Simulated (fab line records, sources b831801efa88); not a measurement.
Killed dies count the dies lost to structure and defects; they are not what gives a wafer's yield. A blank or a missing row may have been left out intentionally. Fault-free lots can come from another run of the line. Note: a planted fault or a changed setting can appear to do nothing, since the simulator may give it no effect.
One fault seen from 2 desks ; flow sky130 ; each desk has only its own numbers; what lay behind them comes last

## DESK OF THE TOOL OWNER: lithoTrack-01
The tool's own readings at SKY_NWELL_PEB_21: means of the sampled wafers that have a number, for each lot that ran on this tool. A lot is out of limits, marked OUT, if its mean lies more than 4 standard deviations from the usual mean; the brackets give that distance.
Columns: A = chillPlateTempC at SKY_NWELL_PEB_21, usual 22.99 C; B = exhaustPa at SKY_NWELL_PEB_21, usual 44.9 Pa
lot;first seen here;A;B
L532;day 5 09:00;23.06;44.2
L535;day 6 08:00;23.05;44.1
L538;day 6 23:00;23.05;44.5
L545;day 8 13:00;22.94;44.8
L550;day 9 21:00;22.88;46.3
L551;day 10 03:00;22.93;44.5
This desk's finding: nothing out of limits on any of the 6 lots.

## METROLOGY DESK
Means of the sampled wafers that have a number, per lot and without regard to the tool the lot ran on: this is what the gauges read. A lot is out of limits, marked OUT, if its mean lies more than 4 standard deviations from the usual mean; the brackets give that distance.
Columns: A = cdNm at SKY_POLY_GATE_CD_MEAS_13, usual 149.8 nm; B = cdNm at SKY_SD_N_CD_MEAS_07, usual 380.6 nm
lot;first seen here;A;B
L532;day 16 22:59;148.6;382.9
L533;day 17 01:26;149.7;378.5
L535;day 18 01:27;149.3;380.2
L539;day 19 00:56;150.5;375.0
L538;day 19 01:54;147.9;377.3
L541;day 20 04:22;149.3;380.5
L542;day 20 07:14;153.9;380.6
L545;day 21 12:09;150.1;381.3
L549;day 22 18:24;148.6;375.8
L550;day 23 04:44;151.7;381.7
L551;day 23 10:12;149.3;383.8
L552;day 23 22:02;149.9;380.5
L554;day 24 10:31;149.1;381.0
L555;day 24 15:08;148.8;383.8
This desk's finding: nothing out of limits on any of the 14 lots.

## TAKEN TOGETHER
The desk of the tool owner found nothing out of limits.
From the metrology desk's view, nothing was out of limits.

## WHAT WAS PUT IN BY THE SIMULATOR
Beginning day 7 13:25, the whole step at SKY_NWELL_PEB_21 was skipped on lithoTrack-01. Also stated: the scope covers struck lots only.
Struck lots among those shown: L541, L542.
